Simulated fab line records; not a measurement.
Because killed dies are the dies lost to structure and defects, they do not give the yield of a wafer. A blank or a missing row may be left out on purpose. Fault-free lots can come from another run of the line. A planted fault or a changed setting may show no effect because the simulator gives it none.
Which tool is to blame?	flow gf180mcu	36 wafers from 12 lots sampled at 5 of the route's 602 steps

== WHAT EACH GAUGE READ, for each wafer ==
GF_V2_OVL_MEAS_15. Usual: for V2_OVL the level is 2 nm and the standard deviation is 5.7.
lot	measured	on	V2_OVL (nm)	flag
L503	day 20 07:01	overlay-02	-5 -5 -2	
L504	day 20 14:56	overlay-02	6 -1 -3	
L505	day 21 01:22	overlay-01	1 -1 -11	
L507	day 22 01:22	overlay-01	12 8 16	
L508	day 22 02:01	overlay-01	4 -3 13	
L509	day 22 12:43	overlay-01	14 4 7	
L510	day 22 23:37	overlay-01	3 5 5	
L517	day 25 06:22	overlay-02	7 9 -4	
L518	day 26 02:56	overlay-02	-5 -5 -4	
L520	day 26 19:01	overlay-01	5 -3 -2	
L525	day 27 21:19	overlay-02	1 2 5	
L526	day 28 07:23	overlay-01	-1 6 1	

GF_V3_THK_MEAS_01. Usual: for V3_CVD_00_THK the level is 598 nm and the standard deviation is 7.1.
lot	measured	on	V3_CVD_00_THK (nm)	flag
L503	day 21 10:39	film-metro-02	589 604 590	
L504	day 21 17:13	film-metro-01	602 606 598	
L505	day 22 03:43	film-metro-01	597 589 593	
L507	day 23 02:43	film-metro-02	585 581 587	
L508	day 23 02:47	film-metro-03	592 599 597	
L509	day 23 13:10	film-metro-02	600 594 602	
L510	day 24 00:33	film-metro-01	589 593 597	
L517	day 26 05:55	film-metro-02	594 908 599 595 909 599	OFF
L518	day 27 02:41	film-metro-02	597 603 904 597 603 903	OFF
L520	day 27 17:58	film-metro-03	601 595 601	
L525	day 28 18:53	film-metro-03	608 608 601	
L526	day 29 04:44	film-metro-02	588 593 601	

GF_V3_OVL_MEAS_15. Usual: for V3_OVL the level is 0 nm and the standard deviation is 6.
lot	measured	on	V3_OVL (nm)	flag
L503	day 22 11:14	overlay-01	0 -5 1	
L504	day 22 16:46	overlay-01	3 7 -5	
L505	day 23 03:53	overlay-01	-1 5 10	
L507	day 24 01:02	overlay-02	2 -4 -2	
L508	day 24 01:43	overlay-02	-7 -6 -10	
L509	day 24 11:43	overlay-01	-5 3 2	
L510	day 24 22:39	overlay-01	1 1 -5	
L517	day 27 02:15	overlay-01	-8 -9 -15	
L518	day 27 23:10	overlay-02	4 14 15	
L520	day 28 13:57	overlay-02	3 10 4	
L525	day 29 15:22	overlay-02	8 -5 0	
L526	day 30 00:14	overlay-02	-7 0 -4	

== WHAT TOOL EACH LOT RAN ON (gives the tool, then ch and the chambers of the sampled wafers, and finally the start) ==
lot	GF_V2_ETCH_17	GF_V3_CVD_00
L503	rie-diel-01 ch 1,3, day 21 10:34 or earlier	hdpcvd-02 ch 0,1,2, day 21 10:34
L504	rie-diel-01 ch 0,1,3, day 21 17:08 or earlier	hdpcvd-02 ch 1,2, day 21 17:08
L505	rie-diel-02 ch 1,2,3, day 22 03:39 or earlier	hdpcvd-01 ch 0,1,2, day 22 03:39
L507	rie-diel-01 ch 0,1,3, day 23 02:38 or earlier	hdpcvd-02 ch 0,1, day 23 02:38
L508	rie-diel-02 ch 0,1, day 23 02:43 or earlier	hdpcvd-01 ch 0,2, day 23 02:43
L509	rie-diel-03 ch 0,1,2, day 23 13:05 or earlier	hdpcvd-01 ch 0,1,2, day 23 13:05
L510	rie-diel-01 ch 0,1,3, day 24 00:29 or earlier	hdpcvd-01 ch 0,2, day 24 00:29
L517	rie-diel-01 ch 2,3, day 26 05:51 or earlier	hdpcvd-01 ch 0,1, day 26 05:51
L518	rie-diel-03 ch 0,1,2, day 27 02:37 or earlier	hdpcvd-01 ch 0,1,2, day 27 02:37
L520	rie-diel-01 ch 2,3, day 27 17:51 or earlier	hdpcvd-02 ch 0, day 27 17:51
L525	rie-diel-01 ch 0,1, day 28 18:48 or earlier	hdpcvd-02 ch 0,1,2, day 28 18:48
L526	rie-diel-01 ch 1,2,3, day 29 04:40 or earlier	hdpcvd-02 ch 0,1,2, day 29 04:40
- GF_V2_ETCH_17: etches SiO2 in C4F8/O2/Ar, stops on TiN, target depth 630 nm.
- GF_V3_CVD_00: deposits SiO2, target thk 600 nm, time 100 s.

== WHAT THE TOOLS THEMSELVES READ (means of the sampled wafers that have a number; where no wafer has one, the mark that the record gives instead) ==
GF_V2_ETCH_17. Usual: oes-product-au at 0.855 a.u., with a standard deviation of 0.0049.
lot	tool	oes-product-au (a.u.)	flag
L503	rie-diel-01	0.859	
L504	rie-diel-01	0.861	
L505	rie-diel-02	0.855	
L507	rie-diel-01	0.860	
L508	rie-diel-02	0.854	
L509	rie-diel-03	0.857	
L510	rie-diel-01	0.855	
L517	rie-diel-01	0.857	
L518	rie-diel-03	0.853	
L520	rie-diel-01	0.850	
L525	rie-diel-01	0.857	
L526	rie-diel-01	0.856	

GF_V3_CVD_00. Usual: sih4-flow-sccm at 60.02 sccm, with a standard deviation of 0.16.
lot	tool	sih4-flow-sccm (sccm)	flag
L503	hdpcvd-02	60.03	
L504	hdpcvd-02	60.01	
L505	hdpcvd-01	60.02	
L507	hdpcvd-02	59.90	
L508	hdpcvd-01	59.95	
L509	hdpcvd-01	60.00	
L510	hdpcvd-01	60.04	
L517	hdpcvd-01	70.11	OFF
L518	hdpcvd-01	70.01	OFF
L520	hdpcvd-02	60.04	
L525	hdpcvd-02	60.04	
L526	hdpcvd-02	59.87	

== THE ANSWER, worked out from the rows above alone ==
Rule: a lot counts as off when the mean over its wafers that have a number is more than 3 standard deviations away from the usual mean. A lot without any number at a reading at which 4 lots or more have one is off too. The other lots that the step has rows for count as sound. Order of review: gauges by route order, followed by the tools' own readings, for which a lot's mean as printed above is used. At the first step where some lot is off, the reading lying furthest off is the one used; lots without a number count as furthest.
Off: L517, L518, at GF_V3_THK_MEAS_01 (V3_CVD_00_THK).
If a tool, at a process step before that reading, ran all the lots that are off and no sound lot after the first of them, it fits. Not tried: the gauges at GF_V3_THK_MEAS_01; whatever is off there is also off at GF_V3_CVD_00, on other tools, and gauge error can't account for it. Because GF_V2_ETCH_17 lacks a start for some lots, the hours and order of its lots are taken from GF_V3_CVD_00. One candidate fits, namely hdpcvd-01 at GF_V3_CVD_00. Its last sound lot is L510 (day 24 00:29), its first lot that is off L517 (day 26 05:51): a fault that began between those two fits.
The tool's own readings at GF_V3_CVD_00 bear it out: on the lots that are off they differ by more than 5 times the standard deviation of the sound lots' means. sih4-flow-sccm reads 70.06 sccm there against 59.99 sccm on the sound lots.

== WHAT THE SIMULATOR PUT IN ==
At GF_V3_CVD_00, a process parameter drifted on hdpcvd-01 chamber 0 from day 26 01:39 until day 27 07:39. A move of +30 in setting sih4-flow-sccm, from 60. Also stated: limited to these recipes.
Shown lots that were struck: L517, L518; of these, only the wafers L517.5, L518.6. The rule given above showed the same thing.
